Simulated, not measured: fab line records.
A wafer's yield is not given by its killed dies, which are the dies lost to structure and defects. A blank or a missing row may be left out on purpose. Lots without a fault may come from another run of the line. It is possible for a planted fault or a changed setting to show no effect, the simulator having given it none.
Which tool was responsible? / flow sky130 / 12 lots, 36 wafers sampled, at 3 steps of a route of 708

## WHAT THE GAUGES READ, wafer by wafer
SKY_VIA2_OVL_MEAS_13.
lot=L075; measured=day 36 05:38; on=overlay-01; VIA2_OVL (nm)=14 7 -7
lot=L077; measured=day 36 23:16; on=overlay-01; VIA2_OVL (nm)=3 -1 12
lot=L079; measured=day 37 18:29; on=overlay-02; VIA2_OVL (nm)=-5 -11 -3
lot=L080; measured=day 38 13:23; on=overlay-01; VIA2_OVL (nm)=-4 -10 -8
lot=L083; measured=day 39 14:18; on=overlay-01; VIA2_OVL (nm)=-2 -3 -9
lot=L085; measured=day 40 09:15; on=overlay-02; VIA2_OVL (nm)=2 -2 -3
lot=L087; measured=day 40 13:16; on=overlay-02; VIA2_OVL (nm)=-10 -11 -3
lot=L089; measured=day 40 22:32; on=overlay-02; VIA2_OVL (nm)=-6 -1 -4
lot=L092; measured=day 41 16:24; on=overlay-02; VIA2_OVL (nm)=4 7 3
lot=L093; measured=day 41 21:27; on=overlay-02; VIA2_OVL (nm)=0 2 7
lot=L095; measured=day 42 08:32; on=overlay-01; VIA2_OVL (nm)=-5 -11 0
lot=L097; measured=day 42 23:42; on=overlay-02; VIA2_OVL (nm)=-2 6 1

## EACH LOT AND THE TOOL THAT RAN IT (in order: tool; ch and the chambers of the sampled wafers; start)
lot=L075; SKY_METAL2_ETCH_18=rie metal-02 ch 0, day 35 02:31; SKY_VIA2_CMP_02=cmp-01 ch 0,3, day 35 03:34
lot=L077; SKY_METAL2_ETCH_18=rie metal-02 ch 0,1, day 35 20:18; SKY_VIA2_CMP_02=cmp-01 ch 0,1,2, day 35 21:18
lot=L079; SKY_METAL2_ETCH_18=rie metal-04 ch 0,1, day 36 15:23; SKY_VIA2_CMP_02=cmp-01 ch 0,1,3, day 36 16:27
lot=L080; SKY_METAL2_ETCH_18=rie metal-02 ch 0,1, day 37 10:08; SKY_VIA2_CMP_02=cmp-01 ch 0,1,3, day 37 11:07
lot=L083; SKY_METAL2_ETCH_18=rie metal-03 ch 0,1, day 38 11:33; SKY_VIA2_CMP_02=cmp-01 ch 0,1,3, day 38 12:55
lot=L085; SKY_METAL2_ETCH_18=rie metal-03 ch 0,1, day 39 07:20; SKY_VIA2_CMP_02=cmp-02 ch 1,2,3, day 39 08:17
lot=L087; SKY_METAL2_ETCH_18=rie metal-04 ch 0,1, day 39 11:26; SKY_VIA2_CMP_02=cmp-02 ch 0,2,3, day 39 12:29
lot=L089; SKY_METAL2_ETCH_18=rie metal-03 ch 0,1, day 39 20:47; SKY_VIA2_CMP_02=cmp-02 ch 0,1,3, day 39 21:53
lot=L092; SKY_METAL2_ETCH_18=rie metal-03 ch 0, day 40 14:41; SKY_VIA2_CMP_02=cmp-02 ch 2,3, day 40 15:49
lot=L093; SKY_METAL2_ETCH_18=rie metal-04 ch 0,1, day 40 19:22; SKY_VIA2_CMP_02=cmp-02 ch 0,2,3, day 40 20:23
lot=L095; SKY_METAL2_ETCH_18=rie metal-02 ch 0,1, day 41 07:43; SKY_VIA2_CMP_02=cmp-01 ch 0,2,3, day 41 08:45
lot=L097; SKY_METAL2_ETCH_18=rie metal-02 ch 0,1, day 41 23:19; SKY_VIA2_CMP_02=cmp-01 ch 1,2,3, day 42 00:17
- SKY_METAL2_ETCH_18: etches BARC in N2/H2, stops on SiO2, time 45.9 s, target depth 60 nm.
- SKY_VIA2_CMP_02: polishes SiO2.

## THE ANSWER, worked out from the rows above alone
Rule: what is usual is taken from the lots themselves. The widest of any qualifying gaps counts: lots, ordered by their means at a reading, are off when they make up no more than a third of the lots, leave a main group of 4 or more, and stand apart from it by 3 or more times the standard deviation of that group's means. The tables above print the reading to a certain number of digits; a main group whose means all agree to those digits is not used. Also off: a lot with no number at a reading for which 4 or more lots have one. Any other lot the step has rows for is counted as sound.
Across all readings shown, no lot is off: no conclusion can be drawn from this.

## WHAT THE SIMULATOR HAD INSERTED
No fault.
